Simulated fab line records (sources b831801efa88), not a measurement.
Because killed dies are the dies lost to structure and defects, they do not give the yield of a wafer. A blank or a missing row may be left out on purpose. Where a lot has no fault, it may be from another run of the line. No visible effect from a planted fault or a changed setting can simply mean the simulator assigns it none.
A struck lot beside a sound one    flow sky130    15 out of 708 route steps
Sound: wafers L371.1, L371.3, L371.4. Struck: wafer L366.5. (L366.1, L366.6 of the same lot were not struck and are left out.) The cause comes at the end.
At each step with rows: each side's tool, then ch and its chambers, then its first start. Under that, the readings that differ: sound wafers    struck wafers    difference of the means    sigmas: that difference in standard deviations of wafers without a fault.
alike: same words and numbers on both sides, and readings whose means sit less than 2 such deviations apart. not compared: any withheld reading, any reading some wafer has no value for, any bound like >300 that may hide the same value, and any number with overlapping values for which the record gives no deviation.
Wherever a step has rows on one side only, a row that says differs or no value, or a row with sigmas, the two part there. Non-overlapping numbers with no deviation appear without sigmas and do not part them. A reading that every wafer of one side lacks parts them only if that side has two wafers or more.

SKY_SPACER_ETCHBACK_02: etches Si3N4 in CH3F/O2, stops on SiO2, time 46.7 s, target depth 45 nm.
  sound on rie-diel-01 ch 1,2,3, day 28 06:50; struck on rie-diel-04 ch 0, day 27 00:55
reading                      sound        struck  difference  sigmas
drypump-motor-current-A (A)  6.4 5.4 6.2  4.8     -1.2        -2
  alike: oes-product-au, throttle-valve-pct
  not compared: rf-hours-counter-h
then, 8 steps without rows for these wafers: SKY_POLY_CUT_DEHYDRATE_00 (time 60 s); SKY_POLY_CUT_HMDS_01 (prime time 60 s); SKY_POLY_CUT_COAT_02 (resist thk 60 nm); SKY_POLY_CUT_COAT_03 (resist thk 450 nm); SKY_POLY_CUT_SOFTBAKE_04 (time 90 s); SKY_POLY_CUT_EXPOSE_05 (exposes mask NPCM, target cd 270 nm); SKY_POLY_CUT_PEB_06; SKY_POLY_CUT_DEVELOP_07 (develop time 60 s).
SKY_POLY_CUT_CD_MEAS_08: the cd target is 270 nm.
  sound on cd-sem-01, day 29 10:41; struck on cd-sem-01, day 28 05:03
  alike: cd-nm
SKY_POLY_CUT_OVL_MEAS_09:
  sound on overlay-01, day 29 10:49; struck on overlay-01, day 28 05:10
  alike: POLY_CUT_OVL
SKY_POLY_CUT_ETCH_10: etches BARC in N2/H2, stops on SiO2, time 45.9 s, target depth 60 nm.
  sound on rie-diel-02 ch 1,2, day 29 10:51; struck on rie-diel-04 ch 1, day 28 05:13
  alike: drypump-motor-current-A, oes-product-au, run-length-s, throttle-valve-pct
  not compared: rf-hours-counter-h
SKY_POLY_CUT_ETCH_11: etches Si3N4 in CF4/CH2F2/Ar, stops on poly-Si, time 42.5 s, target depth 60 nm.
  sound on rie-diel-02 ch 1,2, day 29 10:53; struck on rie-diel-04 ch 1, day 28 05:15
reading                sound              struck  difference  sigmas
oes-product-au (a.u.)  0.837 0.838 0.828  0.857   +0.023      +3
run-length-s (s)       70.9 71.2 70.7     68.6    -2.3        -5
  alike: drypump-motor-current-A, throttle-valve-pct
  not compared: rf-hours-counter-h
SKY_POLY_CUT_STRIP_12: strips in O2/N2.
  sound on plasma-asher-02 ch 0,1, day 29 10:56; struck on plasma-asher-03 ch 0, day 28 05:17
  alike: drypump-motor-current-A, o2-flow-sccm, oes-product-au, strip-time-to-endpoint-s
  not compared: rf-hours-counter-h
-- the record jumps here: 20 days lie between the struck wafers' starts before and after (it left off in module POLY_CUT and takes up again in module PAD_OPEN, whose first step shown is number 708 of the route) --
SKY_PAD_OPEN_PROBE_99:
  sound on prober-01, day 49 07:38; struck on prober-01, day 48 12:41
reading      sound     struck  difference  sigmas
killed-open  51 51 42  31      -17         -2
  alike: killed_at_M0_to_M3, killed_at_M4_up, killed-at-contacts, killed-at-front-end, killed-at-other, killed-dies, killed-short

## WHERE THEY PART
Earliest at SKY_SPACER_ETCHBACK_02; latest, in this record, at SKY_PAD_OPEN_PROBE_99.

WHY: what the simulator had put in
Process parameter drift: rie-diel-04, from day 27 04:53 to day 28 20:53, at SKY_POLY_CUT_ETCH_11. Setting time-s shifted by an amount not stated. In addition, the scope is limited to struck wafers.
